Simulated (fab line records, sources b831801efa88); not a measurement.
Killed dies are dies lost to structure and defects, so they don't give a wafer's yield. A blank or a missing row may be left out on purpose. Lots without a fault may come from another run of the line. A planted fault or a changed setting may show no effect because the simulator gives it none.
Which tool did it? | flow gf180mcu | 7 lots, 21 wafers sampled, at 3 steps of a route of 602

WHAT THE GAUGES READ, wafer by wafer
GF_POLY_GATE_CD_MEAS_18.
lot  | measured     | on        | cd_nm (nm)
L331 | day 10 00:16 | cd_sem-02 | 280.5 281.7 280.4
L339 | day 12 17:02 | cd_sem-01 | 278.5 278.3 275.7
L341 | day 13 04:07 | cd_sem-02 | 282.5 283.6 282.1
L345 | day 14 05:47 | cd_sem-02 | 280.4 280.9 280.7
L347 | day 14 20:51 | cd_sem-02 | 277.8 277.8 280.1
L349 | day 15 09:48 | cd_sem-02 | 279.3 276.7 275.5
L351 | day 15 23:12 | cd_sem-02 | 279.0 279.4 278.7

WHICH TOOL RAN EACH LOT (tool, then ch and the chambers of the sampled wafers, then the start)
lot  | GF_VT_IMPLANT_RTA_45             | GF_POLY_GATE_STRIP_14
L331 | rtp_anneal-02 ch 0, day 8 07:16  | plasma_asher-03 ch 0,1, day 9 22:47
L339 | rtp_anneal-01 ch 0, day 10 19:35 | plasma_asher-03 ch 0, day 12 15:29
L341 | rtp_anneal-01 ch 0, day 11 04:25 | plasma_asher-01 ch 0, day 13 02:39
L345 | rtp_anneal-02 ch 0, day 12 06:44 | plasma_asher-04 ch 0,1, day 14 04:18
L347 | rtp_anneal-02 ch 0, day 12 19:58 | plasma_asher-04 ch 0,1, day 14 19:23
L349 | rtp_anneal-01 ch 0, day 13 07:53 | plasma_asher-04 ch 0,1, day 15 07:11
L351 | rtp_anneal-02 ch 0, day 13 21:37 | plasma_asher-04 ch 0,1, day 15 21:41
- GF_VT_IMPLANT_RTA_45: time 30 s.
- GF_POLY_GATE_STRIP_14: strips in O2/N2.

THE ANSWER, worked out from the rows above alone
Rule: what is usual is taken from the lots themselves. Put in order of their means at a reading, lots are off if they are a third of the lots or fewer, leave a main group of 4 or more, and stand apart from it by a gap of 3 or more times the standard deviation of the main group's means; of several such gaps the widest counts. A main group whose means are all the same, to the digits that the tables above print for the reading, isn't used. A lot without any number at a reading at which 4 lots or more have one is off too. The other lots that the step has rows for count as sound.
No lot is off at any reading shown: from this, nothing can be told.

WHAT THE SIMULATOR HAD PUT IN
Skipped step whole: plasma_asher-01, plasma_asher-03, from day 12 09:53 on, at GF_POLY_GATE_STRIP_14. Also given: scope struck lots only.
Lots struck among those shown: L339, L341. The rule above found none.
